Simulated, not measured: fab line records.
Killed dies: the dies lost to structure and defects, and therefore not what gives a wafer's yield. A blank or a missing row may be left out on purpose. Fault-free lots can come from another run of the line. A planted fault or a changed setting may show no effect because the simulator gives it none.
The tool behind it: which one?    flow gf180mcu    Sampling: 6 lots, 18 wafers, 3 of 602 route steps

WHAT THE GAUGES SHOWED, per wafer
GF_LVPWELL_TW_MEAS_11.
lot   measured     on             LVPWELL_TW
L774  day 4 07:59  film-metro-01  561 561 560
L776  day 4 18:40  film-metro-04  551 548 550
L786  day 7 07:17  film-metro-04  548 547 548
L789  day 7 19:50  film-metro-04  552 549 549
L791  day 8 08:58  film-metro-01  560 564 558

WHICH TOOL RAN EACH LOT (tool, then ch and the chambers of the sampled wafers, then the start)
lot   GF_STI_ETCH_13                     GF_STI_STRIP_15
L774  rie-diel-01 ch 0,1, day 2 11:04    plasma-asher-04 ch 0,1, day 2 11:13
L776  rie-diel-04 ch 2,3, day 2 21:34    plasma-asher-04 ch 0,1, day 2 21:43
L778  rie-diel-02 ch 0,2,3, day 3 08:31  plasma-asher-04 ch 0,1, day 3 08:42
L786  rie-diel-02 ch 1,2, day 5 02:07    plasma-asher-03 ch 0, day 5 02:16
L789  rie-diel-02 ch 0,2,3, day 5 17:14  plasma-asher-04 ch 0, day 5 17:23
L791  rie-diel-02 ch 1,2,3, day 6 04:05  plasma-asher-04 ch 0,1, day 6 04:14
- GF_STI_ETCH_13: etches the open film in CHF3/O2, stops on Si, target depth 282.31 nm, time 112.9 s.
- GF_STI_STRIP_15: strips in O2/N2.

THE ANSWER, worked out from the rows above alone
Rule: the usual values come from the lots themselves. The widest of any qualifying gaps counts: lots, ordered by their means at a reading, are off when they make up no more than a third of the lots, leave a main group of 4 or more, and stand apart from it by 3 or more times the standard deviation of that group's means. A main group whose means are all the same, to the digits that the tables above print for the reading, isn't used. Also off: a lot with no number at a reading for which 4 or more lots have one. Where the step has rows for the other lots, those lots are counted as sound.
None of the lots is off at any reading shown; this tells nothing.

WHAT THE SIMULATOR PUT IN
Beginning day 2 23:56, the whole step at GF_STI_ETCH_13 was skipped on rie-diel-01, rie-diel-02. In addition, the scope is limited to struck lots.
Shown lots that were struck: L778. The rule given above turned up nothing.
